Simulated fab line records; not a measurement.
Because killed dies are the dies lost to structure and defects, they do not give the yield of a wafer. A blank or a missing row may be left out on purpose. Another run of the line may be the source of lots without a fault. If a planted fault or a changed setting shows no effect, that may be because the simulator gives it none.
Which tool was responsible? ; flow gf180mcu ; Sampling: 13 lots, 37 wafers, 4 of 602 route steps

== WHAT EACH GAUGE READ, for each wafer ==
GF_M1_OVL_MEAS_15.
lot;measured;on;M1_OVL (nm)
L681;day 16 23:05;overlay-01;-12 -10 -11
L682;day 17 09:43;overlay-02;3 7 5
L683;day 17 20:01;overlay-01;6 1 2
L684;day 18 08:43;overlay-01;2 2 -2
L686;day 18 23:56;overlay-02;8 6 4
L688;day 19 18:41;overlay-02;-2 3 3
L690;day 20 13:08;overlay-01;2 4 4
L692;day 21 10:43;overlay-01;6 2 2
L696;day 22 17:25;overlay-02;9 2 12
L697;day 23 00:58;overlay-01;-2 0 3
L698;day 23 09:50;overlay-01;4 -1 -5
L700;day 23 23:05;overlay-01;-5
L701;day 24 05:40;overlay-01;1 -7 1

GF_V1_THK_MEAS_01.
lot;measured;on;V1_CVD_00_THK (nm)
L681;day 16 23:53;film_metro-03;601 604 596
L682;day 17 10:31;film_metro-03;609 598 599
L683;day 17 20:47;film_metro-04;599 595 590
L684;day 18 09:30;film_metro-01;596 599 594
L686;day 19 00:45;film_metro-04;590 600 598
L688;day 19 19:28;film_metro-04;591 599 596
L690;day 20 13:54;film_metro-04;600 600 599
L692;day 21 11:30;film_metro-04;595 593 599
L696;day 22 18:11;film_metro-04;603 602 596
L697;day 23 01:44;film_metro-04;599 595 592
L698;day 23 10:39;film_metro-01;601 597 593
L700;day 23 23:53;film_metro-03;600
L701;day 24 06:34;film_metro-03;606 598 595

== TOOL THAT RAN EACH LOT (tool first, then ch and the chambers of the sampled wafers, then the start) ==
lot;GF_CONTACT_ETCH_16;GF_M1_STRIP_17
L681;rie_diel-04 ch 0,1, day 15 23:22;plasma_asher-03 ch 0,1, day 16 23:16
L682;rie_diel-04 ch 0,1,3, day 16 09:30;plasma_asher-01 ch 0,1, day 17 09:55
L683;rie_diel-04 ch 1,3, day 16 19:38;plasma_asher-01 ch 0,1, day 17 20:10
L684;rie_diel-04 ch 1,2,3, day 17 07:39;plasma_asher-03 ch 0,1, day 18 08:53
L686;rie_diel-01 ch 0,2, day 17 22:50;plasma_asher-03 ch 0,1, day 19 00:08
L688;rie_diel-04 ch 1,2, day 18 16:26;plasma_asher-01 ch 0,1, day 19 18:50
L690;rie_diel-04 ch 3, day 19 09:19;plasma_asher-02 ch 0,1, day 20 13:17
L692;rie_diel-01 ch 0,1,2, day 20 09:02;plasma_asher-02 ch 0,1, day 21 10:54
L696;rie_diel-04 ch 0,1,3, day 21 16:16;plasma_asher-02 ch 0,1, day 22 17:35
L697;rie_diel-04 ch 2,3, day 22 00:47;plasma_asher-03 ch 0,1, day 23 01:07
L698;rie_diel-01 ch 1,3, day 22 09:06;plasma_asher-01 ch 0,1, day 23 10:04
L700;rie_diel-01 ch 3, day 22 23:22;plasma_asher-02 ch 0, day 23 23:18
L701;rie_diel-02 ch 0,1,3, day 23 06:29;plasma_asher-02 ch 0,1, day 24 05:57
- GF_CONTACT_ETCH_16: etches BARC in N2/H2.
- GF_M1_STRIP_17: strips in O2/N2.

== AS READ BY THE TOOLS THEMSELVES (means over the sampled wafers that have a number; for cases with no such wafer, the mark the record gives instead) ==
GF_CONTACT_ETCH_16.
lot;tool;drypump_motor_current_A (A);oes_product_au (a.u.);throttle_valve_pct (%)
L681;rie_diel-04;5.9;0.852;13.220
L682;rie_diel-04;5.5;0.852;13.221
L683;rie_diel-04;5.7;0.853;13.225
L684;rie_diel-04;5.7;0.856;13.217
L686;rie_diel-01;5.7;0.853;13.217
L688;rie_diel-04;6.2;0.857;13.220
L690;rie_diel-04;5.0;0.855;13.230
L692;rie_diel-01;5.8;0.854;13.219
L696;rie_diel-04;5.5;0.856;13.227
L697;rie_diel-04;5.8;0.856;13.223
L698;rie_diel-01;5.6;0.858;13.223
L700;rie_diel-01;5.3;0.853;13.231
L701;rie_diel-02;5.6;0.855;13.228

GF_M1_STRIP_17.
lot;tool;drypump_motor_current_A (A);heater_power_w (W);oes_product_au (a.u.);strip_time_to_endpoint_s (s)
L681;plasma_asher-03;5.7;327;0.538;7.45
L682;plasma_asher-01;6.1;347;0.541;7.40
L683;plasma_asher-01;6.1;343;0.536;7.36
L684;plasma_asher-03;5.7;315;0.543;7.41
L686;plasma_asher-03;5.5;307;0.538;7.44
L688;plasma_asher-01;6.3;339;0.535;7.37
L690;plasma_asher-02;6.0;364;0.542;7.43
L692;plasma_asher-02;6.0;360;0.528;7.35
L696;plasma_asher-02;6.0;357;0.540;7.41
L697;plasma_asher-03;5.7;332;0.541;7.48
L698;plasma_asher-01;6.3;330;0.538;7.33
L700;plasma_asher-02;5.9;338;0.538;7.37
L701;plasma_asher-02;6.0;360;0.534;7.21

== THE ANSWER, worked out from the rows above alone ==
Rule: what is usual is taken from the lots themselves. Put in order of their means at a reading, lots are off if they are a third of the lots or fewer, leave a main group of 4 or more, and stand apart from it by a gap of 3 or more times the standard deviation of the main group's means; of several such gaps the widest counts. A main group is skipped when, at the precision printed for the reading in the tables above, its means are all equal. A lot without any number at a reading at which 4 lots or more have one is off too. Where the step has rows for the other lots, those lots are counted as sound. After the gauges, taken in route order, come the tools' own readings; for these a lot's mean is taken, as printed above. At the first step where some lot is off, the reading lying furthest off is the one used; lots without a number count as furthest.
Across all readings shown, no lot is off: no conclusion can be drawn from this.

== WHAT WAS PUT IN BY THE SIMULATOR ==
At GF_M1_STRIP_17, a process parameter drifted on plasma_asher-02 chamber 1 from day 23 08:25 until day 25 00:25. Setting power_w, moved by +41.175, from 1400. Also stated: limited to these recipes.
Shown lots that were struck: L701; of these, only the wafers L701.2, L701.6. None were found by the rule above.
